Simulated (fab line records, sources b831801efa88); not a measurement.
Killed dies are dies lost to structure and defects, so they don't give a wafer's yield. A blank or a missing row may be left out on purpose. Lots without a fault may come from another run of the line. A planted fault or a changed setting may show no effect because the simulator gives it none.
A struck lot beside a sound one | flow gf180mcu | 44 steps out of a route of 602
Sound: wafers L126.2, L126.3, L126.6. Struck: wafer L136.5. (L136.2, L136.4 of the same lot were not struck and are left out.) The cause comes at the end.
At each step with rows: each side's tool, then ch and its chambers, then its first start. Under that, the readings that differ: sound wafers | struck wafers | difference of the means | sigmas: that difference in standard deviations of wafers without a fault.
alike: readings whose means differ by less than 2 such deviations, and words and numbers that are the same on both sides. not compared: withheld readings, readings that some wafer has no value for, bounds like >300 that may hide the same value, and numbers for which the record gives no deviation and whose values overlap.
The two part at a step that has a row with sigmas, a row that says differs or no value, or rows on one side only. Numbers that don't overlap but have no deviation are shown without sigmas and don't part them. A reading that every wafer of one side lacks parts them only if that side has two wafers or more.

first, 2 steps without rows for these wafers: GF_V2_STRIP_19 (strips in post etch residue remover, time 1200 s); GF_V2_CLEAN_20 (cleans in DIW).
GF_V2_SPUTTER_21: material Ti, target thk 15 nm, time 80.02 s.
  sound on pvd_sputter-03, day 23 04:52; struck on pvd_sputter-03, day 26 12:11
  alike: throttle_valve_pct
then, 1 step without rows for these wafers: GF_V2_SPUTTER_22 (material TiN, target thk 10 nm, time 40 s).
GF_V2_CVD_23: deposits W, target thk 350 nm, time 104.94 s.
  sound on cvd_w-02 ch 0,1, day 23 04:58; struck on cvd_w-01 ch 0, day 26 12:17
  alike: heater_power_w
GF_V2_RS_MEAS_24: measures by four-point-probe.
  sound on film_metro-04, day 23 05:06; struck on film_metro-04, day 26 12:25
  alike: V2_W_RS
GF_V2_THK_MEAS_25: measures by xrf.
  sound on film_metro-04, day 23 05:13; struck on film_metro-04, day 26 12:31
  alike: V2_W_THK
then, 5 steps without rows for these wafers: GF_V2_CMP_26 (polishes, stops on SiO2, t overpolish 15 s, target thk 0 nm); GF_M3_SPUTTER_00 (material Ti, target thk 37.5 nm, time 150 s); GF_M3_SPUTTER_01 (material TiN, target thk 30 nm, time 25 s); GF_M3_SPUTTER_02 (material AlCu, target thk 450 nm, time 23.9 s); GF_M3_SPUTTER_03 (material Ti, target thk 10 nm, time 6.7 s).
GF_M3_SPUTTER_04: material TiN, target thk 50 nm, time 41.7 s.
  sound on pvd_sputter-02, day 23 05:49; struck on pvd_sputter-02, day 26 13:03
  reading                                | sound          | struck | difference | sigmas
  model.TiN_of_M3_SPUTTER_04.thk_nm (nm) | 49.49 49.28 49 | 63.76  | +14.50     |
  alike: throttle_valve_pct
GF_M3_RS_MEAS_05: measures by four-point-probe.
  sound on film_metro-03, day 23 05:52; struck on film_metro-01, day 26 13:07
  reading             | sound                | struck | difference | sigmas
  M3_ALCU_RS (ohm/sq) | 0.0687 0.0702 0.0700 | 0.0670 | -0.0026    | -3
GF_M3_THK_MEAS_06: measures by xrf.
  sound on film_metro-03, day 23 05:59; struck on film_metro-01, day 26 13:13
  alike: M3_ALCU_THK
then, 7 steps without rows for these wafers: GF_M3_DEHYDRATE_07 (time 60 s); GF_M3_HMDS_08 (prime time 60 s); GF_M3_COAT_09 (resist thk 1000 nm); GF_M3_SOFTBAKE_10 (time 60 s); GF_M3_EXPOSE_11 (exposes mask Metal3, target cd 280 nm); GF_M3_PEB_12 (peb time 90 s); GF_M3_DEVELOP_13 (develop time 60 s).
GF_M3_CD_MEAS_14: target cd 280 nm.
  sound on cd_sem-01, day 24 03:58; struck on cd_sem-01, day 27 09:19
  alike: cd_nm
GF_M3_OVL_MEAS_15:
  sound on overlay-01, day 24 04:04; struck on overlay-01, day 27 09:25
  alike: M3_OVL
GF_M3_METAL_ETCH_16: etches the open film in Cl2/BCl3, stops on SiO2, target depth 750.8 nm, time 125.1 s.
  sound on rie_metal-01 ch 0,1, day 24 04:06; struck on rie_metal-03 ch 0, day 27 09:27
  alike: bcl3_flow_sccm, drypump_motor_current_A, oes_product_au, rf_fwd_power_W, throttle_valve_pct
  not compared: rf_hours_counter_h
GF_M3_STRIP_17: strips in O2/N2.
  sound on plasma_asher-04 ch 0,1, day 24 04:14; struck on plasma_asher-04 ch 1, day 27 09:35
  alike: drypump_motor_current_A, heater_power_w, oes_product_au, platen_temp_c, strip_time_to_endpoint_s
  not compared: rf_hours_counter_h
then, 3 steps without rows for these wafers: GF_M3_STRIP_18 (strips in post etch residue remover, time 1200 s); GF_M3_CLEAN_19 (cleans in DIW); GF_V3_CVD_00 (deposits SiO2, target thk 600 nm, time 100 s).
GF_V3_THK_MEAS_01:
  sound on film_metro-03, day 24 04:50; struck on film_metro-04, day 27 10:12
  alike: V3_CVD_00_THK
then, 1 step without rows for these wafers: GF_V3_CVD_02 (deposits SiO2 from TEOS, target thk 850 nm, time 94.851 s).
GF_V3_THK_MEAS_03:
  sound on film_metro-04, day 24 04:58; struck on film_metro-04, day 27 10:20
  reading            | sound       | struck | difference | sigmas
  V3_CVD_02_THK (nm) | 827 842 840 | 868    | +32        | +2
GF_V3_CMP_04: polishes SiO2.
  sound on cmp-02 ch 0,3, day 24 05:01; struck on cmp-01 ch 0, day 27 10:23
  alike: motor_current_A, time_to_endpoint_s
GF_V3_BOW_MEAS_05:
  sound on film_metro-04, day 24 05:20; struck on film_metro-04, day 27 10:42
  alike: V3_BOW
then, 8 steps without rows for these wafers: GF_V3_DEHYDRATE_06 (time 60 s); GF_V3_HMDS_07 (prime time 60 s); GF_V3_COAT_08; GF_V3_COAT_09 (resist thk 1000 nm); GF_V3_SOFTBAKE_10 (time 60 s); GF_V3_EXPOSE_11 (exposes mask Via3, target cd 260 nm); GF_V3_PEB_12 (peb time 90 s); GF_V3_DEVELOP_13 (develop time 60 s).
GF_V3_STRIP_19: strips in post etch residue remover, time 1200 s.
  sound on wet_bench-04 ch 1, day 25 03:26; struck on wet_bench-01 ch 0, day 28 06:41
  reading                                | sound             | struck | difference | sigmas
  model.TiN_of_M3_SPUTTER_04.thk_nm (nm) | 48.65 48.44 48.17 | 62.92  | +14.50     |
GF_PASSIVATION_PROBE_99:
  the record has rows for the sound wafers here (prober-02, day 31 08:19) and none for the struck ones

WHERE THEY PART
First at GF_M3_RS_MEAS_05; last, within this record, at GF_PASSIVATION_PROBE_99.

WHY: what the simulator had put in
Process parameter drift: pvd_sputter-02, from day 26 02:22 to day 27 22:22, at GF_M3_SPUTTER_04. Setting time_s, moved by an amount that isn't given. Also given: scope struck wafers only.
